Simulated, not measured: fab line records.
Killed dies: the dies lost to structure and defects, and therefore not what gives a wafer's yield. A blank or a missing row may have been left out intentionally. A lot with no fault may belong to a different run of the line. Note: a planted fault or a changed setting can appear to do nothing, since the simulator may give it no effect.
Lot-split experiment	flow sky130	23 wafers read from 5 lots, route of 708 steps

== THE SPLIT ITSELF ==
At SKY_CAP2M_COAT_07 (resist thk 1140 nm), the setting spin_rpm was moved away from the recipe's 3000 rpm on 9 of the 23 wafers read, by -3.1% to +3.9%. This setting was run at the recipe's value on the other wafers.

== FROM THE SPLIT TO THE READING: what the file shows between them, 3 steps ==
- SKY_CAP2M_SOFTBAKE_08: time 60 s
- SKY_CAP2M_EXPOSE_09: exposes mask CAP2M, target cd 1000 nm
- SKY_CAP2M_DEVELOP_11: develop time 60 s

== THE READING ==
NOVOLAK_of_CAP2M_COAT_07.thk_nm (the simulator's own value, which no gauge read), in nm, at SKY_CAP2M_METAL_ETCH_13 (etches TiN in Cl2/BCl3, stops on SiO2, target depth 220 nm, time 62.9 s). The file gives no usual value for it. Average 991.6 nm, standard deviation 3.6 nm, over the 14 wafers here run with the recipe.

wafer	tool, chamber at the split	spin_rpm as run, rpm	against the recipe	NOVOLAK_of_CAP2M_COAT_07.thk_nm, nm	against lot-mates on the recipe
L075.1	litho_track-04, 0	3000	recipe	995.5	-
L075.2	litho_track-04, 0	3000	recipe	991.7	-
L075.3	litho_track-04, 0	3000	recipe	992.9	-
L075.4	litho_track-04, 0	3000	recipe	988	-
L075.6	litho_track-04, 0	3000	recipe	994.3	-
L077.2	litho_track-04, 0	3000	recipe	992.6	-
L077.3	litho_track-04, 0	3000	recipe	991.8	-
L077.5	litho_track-04, 0	3000	recipe	990.2	-
L079.1	litho_track-02, 0	3118	+3.9%	970.8	-18.2
L079.2	litho_track-02, 0	3118	+3.9%	967.7	-21.3
L079.4	litho_track-02, 0	3000	recipe	988.2	-
L079.5	litho_track-02, 0	3000	recipe	989.9	-
L079.6	litho_track-02, 0	3118	+3.9%	968.6	-20.4
L081.1	litho_track-02, 0	3000	recipe	995.8	-
L081.2	litho_track-02, 0	3092	+3.1%	980.1	-17.2
L081.3	litho_track-02, 0	3092	+3.1%	978.1	-19.2
L081.4	litho_track-02, 0	3000	recipe	998.9	-
L081.6	litho_track-02, 0	3092	+3.1%	982.1	-15.2
L085.1	litho_track-02, 0	2908	-3.1%	999.5	+13.0
L085.2	litho_track-02, 0	2908	-3.1%	1003	+16.5
L085.4	litho_track-02, 0	2908	-3.1%	1006	+19.5
L085.5	litho_track-02, 0	3000	recipe	986.6	-
L085.6	litho_track-02, 0	3000	recipe	986.4	-

FIT RESULTS
A straight line over all 23 wafers: NOVOLAK_of_CAP2M_COAT_07.thk_nm changes by -4.55 nm for each +1% of spin_rpm; r = -0.93; the points scatter about the line by 3.8 nm.
The same after taking each lot's own level away (the mean of its wafers on the recipe; 23 wafers): -5.3 nm for each +1%; r = -0.99; scatter 2 nm.
That fit puts the effect of the largest move of spin_rpm on the reading at 21 nm.
Across the lots, their own levels run from 986.50 to 997.35 nm, a range of 3.0 times the standard deviation given above.
Hence the slope depends on the lot-to-lot level, as the two fits are not the same.
Check: for one of the wafers moved furthest among these (+3.9%), held out of the fit, the line's prediction against its lot-mates is -21.4 nm. It came out at -18.2 nm against them.

== THE OTHER SPLITS THESE WAFERS WENT THROUGH ==
Before the reading, these wafers also passed through other splits. Each is held against what the fit with the lots' levels taken away leaves over:
other split on the same wafers	wafers away from the commonest value	r with NOVOLAK_of_CAP2M_COAT_07.thk_nm (lot level and that fit taken away)
SKY_CAPM_COAT_07 spin_rpm	6	+0.16
SKY_VIA3_CMP_02 leave_above_ref_nm	9	+0.05
SKY_VIA3_DEVELOP_11 dev_temp_c	9	+0.29
SKY_VIA3_STRIP_16 pressure_mtorr	18	+0.15

== THE WHOLE CHAIN: every reading that the file lists as answering this split, in the file's order ==
step	what it does	reading	change (the file's fit)	r (the file's)
SKY_CAP2M_COAT_07	resist thk 1140 nm	NOVOLAK_of_CAP2M_COAT_07.thk_nm (the simulator's own value, which no gauge read)	-5.45 nm for each +1% of the setting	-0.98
SKY_CAP2M_METAL_ETCH_13	etches TiN in Cl2/BCl3, stops on SiO2, target depth 220 nm, time 62.9 s	NOVOLAK_of_CAP2M_COAT_07.thk_nm (the simulator's own value, which no gauge read)	-5.31 nm for each +1% of the setting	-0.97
SKY_CAP2M_STRIP_14	strips in O2/N2	strip_time_to_endpoint_s	withheld for each +1% of the setting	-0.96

== THE FILE'S OWN FIT ==
NOVOLAK_of_CAP2M_COAT_07.thk_nm changes by -5.31 nm for each +1% of spin_rpm, r = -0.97.
